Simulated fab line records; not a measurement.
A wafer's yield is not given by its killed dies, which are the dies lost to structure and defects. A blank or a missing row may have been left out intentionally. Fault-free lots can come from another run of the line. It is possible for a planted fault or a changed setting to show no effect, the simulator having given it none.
The tool behind it: which one? :: flow gf180mcu :: 7 lots with 21 wafers sampled at 4 steps, on a route of 602 steps

== WHAT THE GAUGES READ, wafer by wafer ==
GF_PASSIVATION_THK_MEAS_03.
lot: L395
measured: day 28 19:43
on: film-metro-01
PASSIVATION_CVD_02_THK (nm): 688 685 698

lot: L402
measured: day 30 14:40
on: film-metro-02
PASSIVATION_CVD_02_THK (nm): 703 709 710

lot: L404
measured: day 31 06:40
on: film-metro-02
PASSIVATION_CVD_02_THK (nm): 691 690 699

lot: L405
measured: day 31 14:41
on: film-metro-02
PASSIVATION_CVD_02_THK (nm): 706 711 713

lot: L407
measured: day 31 23:19
on: film-metro-02
PASSIVATION_CVD_02_THK (nm): 709 707 710

lot: L410
measured: day 32 22:35
on: film-metro-04
PASSIVATION_CVD_02_THK (nm): 705 711 704

lot: L417
measured: day 33 23:44
on: film-metro-02
PASSIVATION_CVD_02_THK (nm): 707 701 696

== EACH LOT AND THE TOOL THAT RAN IT (in order: tool; ch and the chambers of the sampled wafers; start) ==
lot: L395
GF_M1_SPUTTER_03: pvd-sputter-04, day 16 23:26
GF_MIM_SPUTTER_04: pvd-sputter-01, day 25 04:20
GF_MIM_SPUTTER_08: pvd-sputter-02, day 25 04:30

lot: L402
GF_M1_SPUTTER_03: pvd-sputter-02, day 19 03:25
GF_MIM_SPUTTER_04: pvd-sputter-04, day 27 04:13
GF_MIM_SPUTTER_08: pvd-sputter-02, day 27 04:23

lot: L404
GF_M1_SPUTTER_03: pvd-sputter-04, day 19 23:05
GF_MIM_SPUTTER_04: pvd-sputter-04, day 27 21:00
GF_MIM_SPUTTER_08: pvd-sputter-02, day 27 21:11

lot: L405
GF_M1_SPUTTER_03: pvd-sputter-02, day 20 09:38
GF_MIM_SPUTTER_04: pvd-sputter-01, day 28 05:19
GF_MIM_SPUTTER_08: pvd-sputter-02, day 28 05:32

lot: L407
GF_M1_SPUTTER_03: pvd-sputter-02, day 20 23:11
GF_MIM_SPUTTER_04: pvd-sputter-01, day 28 17:19
GF_MIM_SPUTTER_08: pvd-sputter-04, day 28 17:30

lot: L410
GF_M1_SPUTTER_03: pvd-sputter-02, day 22 05:32
GF_MIM_SPUTTER_04: pvd-sputter-01, day 29 18:03
GF_MIM_SPUTTER_08: pvd-sputter-04, day 29 18:13

lot: L417
GF_M1_SPUTTER_03: pvd-sputter-04, day 23 17:47
GF_MIM_SPUTTER_04: pvd-sputter-02, day 30 22:51
GF_MIM_SPUTTER_08: pvd-sputter-02, day 30 23:02
- GF_M1_SPUTTER_03: material Ti, target thk 10 nm, time 6.7 s.
- GF_MIM_SPUTTER_04: material TiN, target thk 50 nm, time 41.7 s.
- GF_MIM_SPUTTER_08: material AlCu, target thk 200 nm, time 10.6 s.

== THE ANSWER, worked out from the rows above alone ==
Rule: the usual values come from the lots themselves. The widest of any qualifying gaps counts: lots, ordered by their means at a reading, are off when they make up no more than a third of the lots, leave a main group of 4 or more, and stand apart from it by 3 or more times the standard deviation of that group's means. Not used: any main group whose means are identical at the precision the tables above print for the reading. Also off: a lot with no number at a reading for which 4 or more lots have one. All remaining lots with rows at the step are treated as sound.
Nothing can be told from this: no lot is off at any reading shown.

== WHAT HAD BEEN PUT IN BY THE SIMULATOR ==
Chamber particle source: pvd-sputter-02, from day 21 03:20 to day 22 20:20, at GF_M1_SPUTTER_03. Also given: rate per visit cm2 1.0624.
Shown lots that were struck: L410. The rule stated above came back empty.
